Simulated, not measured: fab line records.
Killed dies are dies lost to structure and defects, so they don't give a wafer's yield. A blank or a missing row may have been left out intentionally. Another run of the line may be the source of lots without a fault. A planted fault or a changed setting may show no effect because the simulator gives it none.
Which tool is to blame? / flow gf180mcu / 13 lots with 39 wafers sampled at 5 steps, on a route of 602 steps

## WHAT THE GAUGES READ, wafer by wafer
GF_M1_CD_MEAS_14: target cd 230 nm. Usual: cd_nm at 229.5 nm, with a standard deviation of 0.99.
lot=L801; measured=day 17 08:22; on=cd_sem-02; cd_nm (nm)=227.7 227.8 228.8; flag=
lot=L805; measured=day 18 13:26; on=cd_sem-01; cd_nm (nm)=229.5 229.5 228.6; flag=
lot=L806; measured=day 18 23:16; on=cd_sem-01; cd_nm (nm)=230.5 230.3 229.9; flag=
lot=L809; measured=day 20 10:18; on=cd_sem-02; cd_nm (nm)=180.1 228.6 229.8; flag=OFF
lot=L816; measured=day 22 19:56; on=cd_sem-01; cd_nm (nm)=231.0 231.0 229.8; flag=
lot=L817; measured=day 23 06:38; on=cd_sem-02; cd_nm (nm)=229.5 229.2 229.0; flag=
lot=L818; measured=day 23 09:47; on=cd_sem-02; cd_nm (nm)=230.2 230.3 231.2; flag=
lot=L819; measured=day 23 17:13; on=cd_sem-02; cd_nm (nm)=230.8 230.8 231.6; flag=
lot=L820; measured=day 23 22:27; on=cd_sem-02; cd_nm (nm)=230.2 228.7 229.5; flag=
lot=L821; measured=day 24 08:15; on=cd_sem-01; cd_nm (nm)=230.2 229.8 230.4; flag=
lot=L822; measured=day 24 14:27; on=cd_sem-02; cd_nm (nm)=229.2 230.0 229.1; flag=
lot=L823; measured=day 24 23:08; on=cd_sem-01; cd_nm (nm)=228.3 227.3 227.9; flag=
lot=L824; measured=day 25 03:55; on=cd_sem-01; cd_nm (nm)=229.9 230.1 229.0; flag=

## TOOL THAT RAN EACH LOT (tool first, then ch and the chambers of the sampled wafers, then the start)
lot=L801; GF_CONTACT_ETCH_16=rie_diel-04 ch 0,1, day 16 08:16; GF_CONTACT_ETCH_17=rie_diel-04 ch 0,1, day 16 09:25 or earlier; GF_M1_SPUTTER_00=pvd_sputter-02, day 16 09:25; GF_M1_EXPOSE_11=krf_scanner-01 ch 0, day 16 20:59
lot=L805; GF_CONTACT_ETCH_16=rie_diel-02 ch 0,2,3, day 17 13:01; GF_CONTACT_ETCH_17=rie_diel-02 ch 0,2,3, day 17 14:09 or earlier; GF_M1_SPUTTER_00=pvd_sputter-01, day 17 14:09; GF_M1_EXPOSE_11=krf_scanner-02 ch 0, day 18 02:31
lot=L806; GF_CONTACT_ETCH_16=rie_diel-02 ch 0,1,3, day 17 22:37; GF_CONTACT_ETCH_17=rie_diel-02 ch 0,1,3, day 17 23:45 or earlier; GF_M1_SPUTTER_00=pvd_sputter-03, day 17 23:45; GF_M1_EXPOSE_11=krf_scanner-01 ch 0, day 18 11:29
lot=L809; GF_CONTACT_ETCH_16=rie_diel-01 ch 0,1, day 19 08:43; GF_CONTACT_ETCH_17=rie_diel-01 ch 0,1, day 19 09:51 or earlier; GF_M1_SPUTTER_00=pvd_sputter-01, day 19 09:51; GF_M1_EXPOSE_11=krf_scanner-02 ch 0, day 19 22:11
lot=L816; GF_CONTACT_ETCH_16=rie_diel-02 ch 1,2, day 21 18:58; GF_CONTACT_ETCH_17=rie_diel-02 ch 1,2, day 21 20:06 or earlier; GF_M1_SPUTTER_00=pvd_sputter-02, day 21 20:06; GF_M1_EXPOSE_11=krf_scanner-02 ch 0, day 22 08:47
lot=L817; GF_CONTACT_ETCH_16=rie_diel-01 ch 1,3, day 22 06:16; GF_CONTACT_ETCH_17=rie_diel-01 ch 1,3, day 22 07:24 or earlier; GF_M1_SPUTTER_00=pvd_sputter-03, day 22 07:24; GF_M1_EXPOSE_11=krf_scanner-02 ch 0, day 22 19:34
lot=L818; GF_CONTACT_ETCH_16=rie_diel-04 ch 2,3, day 22 08:43; GF_CONTACT_ETCH_17=rie_diel-04 ch 2,3, day 22 09:51 or earlier; GF_M1_SPUTTER_00=pvd_sputter-01, day 22 09:51; GF_M1_EXPOSE_11=krf_scanner-01 ch 0, day 22 21:55
lot=L819; GF_CONTACT_ETCH_16=rie_diel-02 ch 0,1, day 22 17:37; GF_CONTACT_ETCH_17=rie_diel-02 ch 0,1, day 22 18:45 or earlier; GF_M1_SPUTTER_00=pvd_sputter-02, day 22 18:45; GF_M1_EXPOSE_11=krf_scanner-01 ch 0, day 23 05:56
lot=L820; GF_CONTACT_ETCH_16=rie_diel-02 ch 0,1,3, day 22 22:07; GF_CONTACT_ETCH_17=rie_diel-02 ch 0,1,3, day 22 23:15 or earlier; GF_M1_SPUTTER_00=pvd_sputter-03, day 22 23:15; GF_M1_EXPOSE_11=krf_scanner-02 ch 0, day 23 11:41
lot=L821; GF_CONTACT_ETCH_16=rie_diel-04 ch 0,2,3, day 23 08:58; GF_CONTACT_ETCH_17=rie_diel-04 ch 0,2,3, day 23 10:07 or earlier; GF_M1_SPUTTER_00=pvd_sputter-01, day 23 10:07; GF_M1_EXPOSE_11=krf_scanner-02 ch 0, day 23 21:19
lot=L822; GF_CONTACT_ETCH_16=rie_diel-04 ch 0,2, day 23 14:52; GF_CONTACT_ETCH_17=rie_diel-04 ch 0,2, day 23 16:00 or earlier; GF_M1_SPUTTER_00=pvd_sputter-02, day 23 16:00; GF_M1_EXPOSE_11=krf_scanner-01 ch 0, day 24 03:11
lot=L823; GF_CONTACT_ETCH_16=rie_diel-04 ch 2,3, day 23 23:34; GF_CONTACT_ETCH_17=rie_diel-04 ch 2,3, day 24 00:43 or earlier; GF_M1_SPUTTER_00=pvd_sputter-01, day 24 00:43; GF_M1_EXPOSE_11=krf_scanner-01 ch 0, day 24 12:46
lot=L824; GF_CONTACT_ETCH_16=rie_diel-01 ch 2,3, day 24 04:58; GF_CONTACT_ETCH_17=rie_diel-01 ch 2,3, day 24 06:11 or earlier; GF_M1_SPUTTER_00=pvd_sputter-01, day 24 06:11; GF_M1_EXPOSE_11=krf_scanner-01 ch 0, day 24 17:21
- GF_CONTACT_ETCH_16: etches BARC in N2/H2.
- GF_CONTACT_ETCH_17: etches SiO2 in C4F8/O2/Ar, stops on CoSi2, target depth 860 nm.
- GF_M1_SPUTTER_00: material Ti, target thk 37.5 nm, time 150 s.
- GF_M1_EXPOSE_11: exposes mask Metal1, target cd 230 nm.

## WHAT THE TOOLS THEMSELVES READ (means of the sampled wafers that have a number; where no wafer has one, the mark that the record gives instead)
GF_CONTACT_ETCH_16. Usual: chamber_pressure_mTorr 30.000 mTorr, standard deviation 0.027; drypump_motor_current_A 5.6 A, standard deviation 0.4; oes_product_au 0.855 a.u., standard deviation 0.0052; throttle_valve_pct 13.224 %, standard deviation 0.0093.
lot=L801; tool=rie_diel-04; chamber_pressure_mTorr (mTorr)=29.979; drypump_motor_current_A (A)=5.7; oes_product_au (a.u.)=0.857; throttle_valve_pct (%)=13.222; flag=
lot=L805; tool=rie_diel-02; chamber_pressure_mTorr (mTorr)=30.008; drypump_motor_current_A (A)=5.2; oes_product_au (a.u.)=0.860; throttle_valve_pct (%)=13.225; flag=
lot=L806; tool=rie_diel-02; chamber_pressure_mTorr (mTorr)=30.018; drypump_motor_current_A (A)=5.4; oes_product_au (a.u.)=0.850; throttle_valve_pct (%)=13.221; flag=
lot=L809; tool=rie_diel-01; chamber_pressure_mTorr (mTorr)=30.013; drypump_motor_current_A (A)=5.9; oes_product_au (a.u.)=0.858; throttle_valve_pct (%)=13.226; flag=
lot=L816; tool=rie_diel-02; chamber_pressure_mTorr (mTorr)=29.997; drypump_motor_current_A (A)=5.5; oes_product_au (a.u.)=0.852; throttle_valve_pct (%)=13.234; flag=
lot=L817; tool=rie_diel-01; chamber_pressure_mTorr (mTorr)=29.976; drypump_motor_current_A (A)=5.6; oes_product_au (a.u.)=0.860; throttle_valve_pct (%)=13.229; flag=
lot=L818; tool=rie_diel-04; chamber_pressure_mTorr (mTorr)=30.008; drypump_motor_current_A (A)=5.7; oes_product_au (a.u.)=0.853; throttle_valve_pct (%)=13.227; flag=
lot=L819; tool=rie_diel-02; chamber_pressure_mTorr (mTorr)=29.987; drypump_motor_current_A (A)=5.6; oes_product_au (a.u.)=0.858; throttle_valve_pct (%)=13.232; flag=
lot=L820; tool=rie_diel-02; chamber_pressure_mTorr (mTorr)=30.010; drypump_motor_current_A (A)=5.4; oes_product_au (a.u.)=0.856; throttle_valve_pct (%)=13.230; flag=
lot=L821; tool=rie_diel-04; chamber_pressure_mTorr (mTorr)=29.968; drypump_motor_current_A (A)=5.9; oes_product_au (a.u.)=0.849; throttle_valve_pct (%)=13.228; flag=
lot=L822; tool=rie_diel-04; chamber_pressure_mTorr (mTorr)=29.996; drypump_motor_current_A (A)=6.3; oes_product_au (a.u.)=0.854; throttle_valve_pct (%)=13.220; flag=
lot=L823; tool=rie_diel-04; chamber_pressure_mTorr (mTorr)=30.015; drypump_motor_current_A (A)=6.1; oes_product_au (a.u.)=0.859; throttle_valve_pct (%)=13.221; flag=
lot=L824; tool=rie_diel-01; chamber_pressure_mTorr (mTorr)=30.012; drypump_motor_current_A (A)=5.5; oes_product_au (a.u.)=0.856; throttle_valve_pct (%)=13.225; flag=

GF_CONTACT_ETCH_17. Usual: chamber_pressure_mTorr 40.00 mTorr, standard deviation 0.034; oes_product_au 0.810 a.u., standard deviation 0.0049.
lot=L801; tool=rie_diel-04; chamber_pressure_mTorr (mTorr)=40.05; oes_product_au (a.u.)=0.808; flag=
lot=L805; tool=rie_diel-02; chamber_pressure_mTorr (mTorr)=39.97; oes_product_au (a.u.)=0.805; flag=
lot=L806; tool=rie_diel-02; chamber_pressure_mTorr (mTorr)=40.04; oes_product_au (a.u.)=0.811; flag=
lot=L809; tool=rie_diel-01; chamber_pressure_mTorr (mTorr)=40.00; oes_product_au (a.u.)=0.810; flag=
lot=L816; tool=rie_diel-02; chamber_pressure_mTorr (mTorr)=39.98; oes_product_au (a.u.)=0.809; flag=
lot=L817; tool=rie_diel-01; chamber_pressure_mTorr (mTorr)=39.99; oes_product_au (a.u.)=0.811; flag=
lot=L818; tool=rie_diel-04; chamber_pressure_mTorr (mTorr)=39.99; oes_product_au (a.u.)=0.808; flag=
lot=L819; tool=rie_diel-02; chamber_pressure_mTorr (mTorr)=39.98; oes_product_au (a.u.)=0.810; flag=
lot=L820; tool=rie_diel-02; chamber_pressure_mTorr (mTorr)=40.01; oes_product_au (a.u.)=0.810; flag=
lot=L821; tool=rie_diel-04; chamber_pressure_mTorr (mTorr)=39.98; oes_product_au (a.u.)=0.811; flag=
lot=L822; tool=rie_diel-04; chamber_pressure_mTorr (mTorr)=40.02; oes_product_au (a.u.)=0.807; flag=
lot=L823; tool=rie_diel-04; chamber_pressure_mTorr (mTorr)=40.00; oes_product_au (a.u.)=0.808; flag=
lot=L824; tool=rie_diel-01; chamber_pressure_mTorr (mTorr)=39.96; oes_product_au (a.u.)=0.806; flag=

GF_M1_SPUTTER_00. Usual: throttle_valve_pct at 30.3 %, with a standard deviation of 0.92.
lot=L801; tool=pvd_sputter-02; throttle_valve_pct (%)=30.5; flag=
lot=L805; tool=pvd_sputter-01; throttle_valve_pct (%)=30.7; flag=
lot=L806; tool=pvd_sputter-03; throttle_valve_pct (%)=30.4; flag=
lot=L809; tool=pvd_sputter-01; throttle_valve_pct (%)=31.1; flag=
lot=L816; tool=pvd_sputter-02; throttle_valve_pct (%)=29.9; flag=
lot=L817; tool=pvd_sputter-03; throttle_valve_pct (%)=29.8; flag=
lot=L818; tool=pvd_sputter-01; throttle_valve_pct (%)=30.8; flag=
lot=L819; tool=pvd_sputter-02; throttle_valve_pct (%)=30.7; flag=
lot=L820; tool=pvd_sputter-03; throttle_valve_pct (%)=30.3; flag=
lot=L821; tool=pvd_sputter-01; throttle_valve_pct (%)=30.2; flag=
lot=L822; tool=pvd_sputter-02; throttle_valve_pct (%)=29.5; flag=
lot=L823; tool=pvd_sputter-01; throttle_valve_pct (%)=30.5; flag=
lot=L824; tool=pvd_sputter-01; throttle_valve_pct (%)=30.6; flag=

GF_M1_EXPOSE_11. Usual: reticle_temp_C at 22.98 C, with a standard deviation of 0.1.
lot=L801; tool=krf_scanner-01; reticle_temp_C (C)=23.10; flag=
lot=L805; tool=krf_scanner-02; reticle_temp_C (C)=22.94; flag=
lot=L806; tool=krf_scanner-01; reticle_temp_C (C)=23.14; flag=
lot=L809; tool=krf_scanner-02; reticle_temp_C (C)=23.05; flag=
lot=L816; tool=krf_scanner-02; reticle_temp_C (C)=23.06; flag=
lot=L817; tool=krf_scanner-02; reticle_temp_C (C)=22.97; flag=
lot=L818; tool=krf_scanner-01; reticle_temp_C (C)=22.79; flag=
lot=L819; tool=krf_scanner-01; reticle_temp_C (C)=23.05; flag=
lot=L820; tool=krf_scanner-02; reticle_temp_C (C)=22.99; flag=
lot=L821; tool=krf_scanner-02; reticle_temp_C (C)=22.86; flag=
lot=L822; tool=krf_scanner-01; reticle_temp_C (C)=22.91; flag=
lot=L823; tool=krf_scanner-01; reticle_temp_C (C)=23.04; flag=
lot=L824; tool=krf_scanner-01; reticle_temp_C (C)=23.01; flag=

## THE ANSWER, worked out from the rows above alone
Rule: a lot counts as off when the mean over its wafers that have a number is more than 3 standard deviations away from the usual mean. Also off: a lot with no number at a reading for which 4 or more lots have one. Where the step has rows for the other lots, those lots are counted as sound. First the gauges in route order, then the tools' own readings, where a lot's mean is used as printed above. The first step at which some lot is off is used, and at that step the reading that is off furthest; a lot without a number counts as furthest.
Off at GF_M1_CD_MEAS_14 (cd_nm): L809.
A tool fits if, at a process step before that reading, it ran every lot that is off, and no sound lot after the first of them. Gauges at GF_M1_CD_MEAS_14: tried the same way as those tools. GF_CONTACT_ETCH_17 gives no start for some lots, so the hours and the order of its lots are those of GF_M1_SPUTTER_00. None of those tried fits.

## WHAT WAS PUT IN BY THE SIMULATOR
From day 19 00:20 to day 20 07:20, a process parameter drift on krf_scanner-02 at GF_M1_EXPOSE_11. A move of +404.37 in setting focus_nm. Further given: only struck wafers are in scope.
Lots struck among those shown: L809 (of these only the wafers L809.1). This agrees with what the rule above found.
